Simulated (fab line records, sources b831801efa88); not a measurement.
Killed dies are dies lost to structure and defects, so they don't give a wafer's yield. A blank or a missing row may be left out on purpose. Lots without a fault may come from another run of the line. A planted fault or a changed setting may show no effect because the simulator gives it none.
One fault seen from 2 desks | flow gf180mcu | each desk has only its own numbers; what lay behind them comes last

THE TOOL OWNER'S DESK: rie_si-02
The tool's own readings at GF_POLY_GATE_ETCH_13 (etches poly-Si in HBr/Cl2, stops on SiO2, target depth 198.5 nm, time 69.6 s): means of the sampled wafers that have a number, for each lot that ran on this tool. A lot is out of limits, marked OUT, if its mean lies more than 4 standard deviations from the usual mean; the brackets give that distance.
Columns: A = bias_w at GF_POLY_GATE_ETCH_13, usual 100.00 W; B = drypump_motor_current_A at GF_POLY_GATE_ETCH_13, usual 5.5 A; C = oes_product_au at GF_POLY_GATE_ETCH_13, usual 0.990 a.u.; D = run_length_s at GF_POLY_GATE_ETCH_13, usual 97.9 s; E = throttle_valve_pct at GF_POLY_GATE_ETCH_13, usual 33.683 %
lot  | first seen here | A      | B   | C     | D    | E
L468 | day 9 14:34     | 100.20 | 5.6 | 1.000 | 97.9 | 33.693
L470 | day 10 06:40    | 100.02 | 5.4 | 0.984 | 97.7 | 33.682
L473 | day 11 00:11    | 100.24 | 5.4 | 0.982 | 97.4 | 33.687
L477 | day 12 05:52    | 99.94  | 5.4 | 0.994 | 97.9 | 33.679
L482 | day 13 19:37    | 99.91  | 5.6 | 0.981 | 99.4 | 33.685
L483 | day 13 22:04    | 100.26 | 4.9 | 0.987 | 99.2 | 33.683
This desk's finding: nothing out of limits on any of the 6 lots.

THE METROLOGY DESK
What the gauges read, lot by lot, whatever tool the lot ran on: means of the sampled wafers that have a number. A lot is out of limits, marked OUT, if its mean lies more than 4 standard deviations from the usual mean; the brackets give that distance.
Columns: A = LVPWELL_TW at GF_LVPWELL_TW_MEAS_11, usual 556; B = VT_IMPLANT_TW at GF_VT_IMPLANT_TW_MEAS_10, usual 564; C = HV_LDD_TW at GF_HV_LDD_TW_MEAS_11, usual 2389
lot  | first seen here | A   | B   | C
L467 | day 3 20:47     | 558 | 565 | 2414
L468 | day 4 02:07     | 551 | 558 | 2368
L469 | day 4 08:46     | 553 | 560 | 2371
L470 | day 4 14:14     | 555 | 560 | 2378
L471 | day 4 20:17     | 560 | 564 | 2365
L473 | day 5 09:03     | 562 | 570 | 2405
L474 | day 5 14:14     | 555 | 557 | 2371
L475 | day 5 20:19     | 561 | 567 | 2418
L477 | day 6 06:40     | 548 | 570 | 2365
L482 | day 7 14:12     | 554 | 562 | 2422
L483 | day 7 14:53     | 553 | 562 | 2406
L485 | day 8 04:26     | 550 | 562 | 2421
L489 | day 9 00:56     | 556 | 569 | 2401
L490 | day 9 06:00     | 560 | 569 | 2388
This desk's finding: nothing out of limits on any of the 14 lots.

PUT TOGETHER
The tool owner's desk saw nothing out of limits.
The metrology desk saw nothing out of limits.

WHAT THE SIMULATOR HAD PUT IN
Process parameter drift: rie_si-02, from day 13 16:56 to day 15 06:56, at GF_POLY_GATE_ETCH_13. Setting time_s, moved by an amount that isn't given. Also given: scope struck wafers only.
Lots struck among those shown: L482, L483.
